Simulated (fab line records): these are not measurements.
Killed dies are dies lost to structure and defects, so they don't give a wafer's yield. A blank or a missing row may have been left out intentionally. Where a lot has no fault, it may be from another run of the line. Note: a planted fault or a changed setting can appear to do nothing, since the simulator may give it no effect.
One fault through the eyes of 2 desks + flow sky130 + every desk sees just its own numbers, and what lay behind them comes last

== AT THE TOOL OWNER'S DESK: pvd sputter-04 ==
The tool's own readings at SKY_METAL4_SPUTTER_02 (material AlCu, target thk 735 nm, time 39.1 s): means of the sampled wafers that have a number, for each lot that ran on this tool. The brackets show how far a lot's mean lies from the usual mean; more than 4 standard deviations puts the lot out of limits, marked OUT.
Columns: A = throttle valve pct at SKY_METAL4_SPUTTER_02, usual 29.5 %
| lot  | first seen here | A    |
|------|-----------------|------|
| L130 | day 40 21:07    | 29.6 |
| L132 | day 41 18:34    | 29.3 |
| L135 | day 42 10:13    | 29.3 |
| L141 | day 43 23:53    | 29.2 |
This desk found nothing out of limits on any of the 4 lots.

== AT THE METROLOGY DESK ==
What the gauges read, lot by lot, whatever tool the lot ran on: means of the sampled wafers that have a number. The brackets show how far a lot's mean lies from the usual mean; more than 4 standard deviations puts the lot out of limits, marked OUT.
Columns: A = VIA4_OVL at SKY_VIA4_OVL_MEAS_11, usual 0.2 nm
| lot  | first seen here | A    |
|------|-----------------|------|
| L128 | day 43 06:27    | -0.5 |
| L129 | day 43 13:26    | -0.5 |
| L130 | day 44 00:02    | 0.4  |
| L131 | day 44 10:31    | -0.5 |
| L133 | day 44 12:47    | 0.7  |
| L132 | day 44 20:26    | 0.6  |
| L134 | day 44 23:08    | 0.9  |
| L135 | day 45 09:25    | 0.3  |
| L141 | day 46 20:02    | -0.2 |
| L150 | day 48 23:28    | 1.6  |
This desk found nothing out of limits on any of the 10 lots.

== PUT TOGETHER ==
Nothing out of limits was seen by the tool owner's desk.
Metrology desk: nothing out of limits seen.

== WHAT WAS PUT IN BY THE SIMULATOR ==
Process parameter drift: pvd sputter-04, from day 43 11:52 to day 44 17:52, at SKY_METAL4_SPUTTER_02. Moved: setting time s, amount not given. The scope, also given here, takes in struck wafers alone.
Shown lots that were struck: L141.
